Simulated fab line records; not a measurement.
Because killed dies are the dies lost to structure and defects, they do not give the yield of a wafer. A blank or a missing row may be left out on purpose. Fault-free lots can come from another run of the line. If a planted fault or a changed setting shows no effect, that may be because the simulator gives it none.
One fault through the eyes of 2 desks -- flow sky130 -- each desk holds nothing but its own numbers, with what lay behind them at the end

## THE TOOL OWNER'S DESK: rie-si-02
The tool's own readings at SKY_FIELD_ISO_ETCH_17 (etches Si in HBr/Cl2/O2, target depth 342 nm, time 97.7 s): means of the sampled wafers that have a number, for each lot that ran on this tool. If a lot's mean is further than 4 standard deviations from the usual mean, the lot is out of limits and carries the mark OUT (the distance appears in the brackets).
Columns: A = drypump-motor-current-A at SKY_FIELD_ISO_ETCH_17, usual 6.0 A; B = oes-product-au at SKY_FIELD_ISO_ETCH_17, usual 1.007 a.u.; C = rf-fwd-power-W at SKY_FIELD_ISO_ETCH_17, usual 596.2 W; D = run-length-s at SKY_FIELD_ISO_ETCH_17, usual 126.0 s; E = throttle-valve-pct at SKY_FIELD_ISO_ETCH_17, usual 25.651 %
lot,first seen here,A,B,C,D,E
L826,day 4 19:17,5.8,1.004,596.2,125.6,25.652
L831,day 5 20:55,6.2,0.996,594.2,105.2 (-61) OUT,25.657
L832,day 6 05:33,6.2,1.003,596.1,105.2 (-61) OUT,25.652
L834,day 6 12:53,5.8,1.011,595.2,112.1 (-41) OUT,25.651
This desk's verdict: out of limits on L831, L832, L834, starting with L831 at day 5 20:55 (run-length-s at SKY_FIELD_ISO_ETCH_17). In limits: L826.

## METROLOGY DESK
What the gauges read, lot by lot, whatever tool the lot ran on: means of the sampled wafers that have a number. If a lot's mean is further than 4 standard deviations from the usual mean, the lot is out of limits and carries the mark OUT (the distance appears in the brackets).
Columns: A = cd-nm at SKY_FIELD_ISO_CD_MEAS_13, usual 149.5 nm; B = FIELD_ISO_OXIDATION_01_THK at SKY_FIELD_ISO_THK_MEAS_23, usual 9.98 nm; C = FIELD_ISO_CVD_24_THK at SKY_FIELD_ISO_THK_MEAS_25, usual 593 nm
lot,first seen here,A,B,C
L819,day 3 07:01,149.0,9.88,593
L826,day 4 18:59,148.2,9.92,579
L831,day 5 20:29,149.3,10.07,591
L832,day 6 05:14,151.3,10.02,595
L833,day 6 10:04,149.9,9.94,592
L834,day 6 12:35,150.0,10.01,598
L837,day 7 06:02,149.4,10.37,585
This desk's verdict: no lot among the 7 shows anything out of limits.

## BROUGHT TOGETHER
An alarm could have come from the tool owner's desk at day 5 20:55, on L831, L832, L834.
Metrology desk: nothing out of limits seen.
The metrology desk holds a record of L831, L832, L834, inside its limits.
On rie-si-02, each named lot ran SKY_FIELD_ISO_ETCH_17.

## WHAT HAD BEEN PUT IN BY THE SIMULATOR
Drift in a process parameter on rie-si-02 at SKY_FIELD_ISO_ETCH_17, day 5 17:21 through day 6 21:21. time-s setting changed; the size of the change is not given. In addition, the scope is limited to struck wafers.
Lots struck among those shown: L831, L832, L834.
Delay in hours, fault start to first out-of-limits reading, by desk: the tool owner's desk at 4.
